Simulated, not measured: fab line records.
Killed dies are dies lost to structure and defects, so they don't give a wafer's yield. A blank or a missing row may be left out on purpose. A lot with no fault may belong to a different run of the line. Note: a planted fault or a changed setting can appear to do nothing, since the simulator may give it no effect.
Problem report, 8D (eight disciplines) form, completed by code | flow sky130 | the parts of the form that need people (team, actions taken, sign-off) are left out

1. WHAT WENT WRONG
Mean PASSIVATION_CVD_02_THK at SKY_PASSIVATION_THK_MEAS_03: 475 nm over 2 wafers in 2 lots; fault-free wafers: 539 nm, standard deviation 7.2. Relative to the usual mean, that is a shift of -8.9 standard deviations.
First observed at day 47 07:48: wafer L735.2, on filmMetro-02. Wafers with a number at this step in the record: 29, from 11 lots. By rule, "out" or "out of limits" means more than 4 standard deviations away from the usual mean. The rest of the wafers with a number are treated as sound.

2. WHAT IT IS, AND WHAT IT ISN'T
question                    | is                         | is not
which readings at this step | PASSIVATION_CVD_02_THK     | -
which lots                  | L735, L739                 | L726, L730, L733, L734, L736, L740, L741, L744, L748
which wafers of those lots  | all that have a number     | -
read on which gauges        | filmMetro-02, filmMetro-03 | -
when                        | from day 47 07:48          | up to then (15 sound wafers); but 12 sound wafers of L740, L741, L744, L748 came after

3. SUSPECTS, AND WHAT RULES EACH OUT
Counting: a tool at any process step up to the reading remains a suspect when it ran all the lots that are out and ran no sound lot after the first of those.
- the gauge at SKY_PASSIVATION_THK_MEAS_03 has been ruled out. 2 gauges (filmMetro-02, filmMetro-03) read the wafers that are out.
- cmp-01 at SKY_VIA4_CMP_02 (polishes SiO2): ruled out as a lasting fault. Sound lots L740, L741, L744, L748 ran on it after its first lot that is out, L735 (day 45 12:29).
- pecvd-02 at SKY_PASSIVATION_CVD_02 (deposits Si3N4, target thk 540 nm): kept. It ran every lot that is out, first L735 (day 47 07:34), and no sound lot after that; its last sound lot up to then is L736 (day 47 05:06).
Remaining after the count: pecvd-02 at SKY_PASSIVATION_CVD_02.

4. THE CAUSE (what the simulator had put in)
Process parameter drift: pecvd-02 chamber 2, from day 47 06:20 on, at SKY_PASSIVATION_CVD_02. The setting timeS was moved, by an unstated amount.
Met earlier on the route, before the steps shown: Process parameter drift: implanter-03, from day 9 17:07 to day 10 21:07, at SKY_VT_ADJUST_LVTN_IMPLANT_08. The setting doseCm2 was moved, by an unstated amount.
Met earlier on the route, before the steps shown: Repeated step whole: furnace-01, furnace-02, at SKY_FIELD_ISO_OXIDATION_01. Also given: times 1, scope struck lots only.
Counting left only this tool.

5. THE CHAIN OF EFFECTS, in route order
One row per reading whose mean, taken over the struck wafers that have a number, lies over 3 standard deviations from the usual. Only readings for which the record gives a usual standard deviation are gone through. hours: the time from each lot's start at the first step in this table that gives one to its start at this step, as a median over the lots. sigmas: the change in usual standard deviations.
hours | step                        | reading                | usual      | on struck wafers | change | sigmas
0     | SKY_PASSIVATION_THK_MEAS_03 | PASSIVATION_CVD_02_THK | 539 nm     | 475              | -64    | -8.9
19    | SKY_PASSIVATION_ETCH_11     | oesProductAu           | 0.977 a.u. | 0.928            | -0.049 | -6.5
38    | SKY_PAD_OPEN_ETCH_07        | oesProductAu           | 0.978 a.u. | 0.924            | -0.054 | -7.1
Here are the process steps it includes:
- SKY_PASSIVATION_ETCH_11: etches the open film in CF4/O2, stops on AlCu, target depth 725 nm, time 161.1 s.
- SKY_PAD_OPEN_ETCH_07: etches the open film in CF4/O2, stops on AlCu, target depth 725 nm, time 161.1 s.

6. WHAT WOULD HAVE CAUGHT IT SOONER
In this record the first reading out of limits at a measuring or inspecting step was taken at day 47 07:48, 1 hour after the fault began at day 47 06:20.
An alarm limit of 4 standard deviations would not have fired on the tool readings at SKY_PASSIVATION_CVD_02 for which the record gives a usual standard deviation, since none of them was out on any struck wafer.
Of the lots that are out (2), L739 began SKY_PASSIVATION_CVD_02 on pecvd-02 after day 47 07:48. Putting the tool on hold at that point would have spared it.
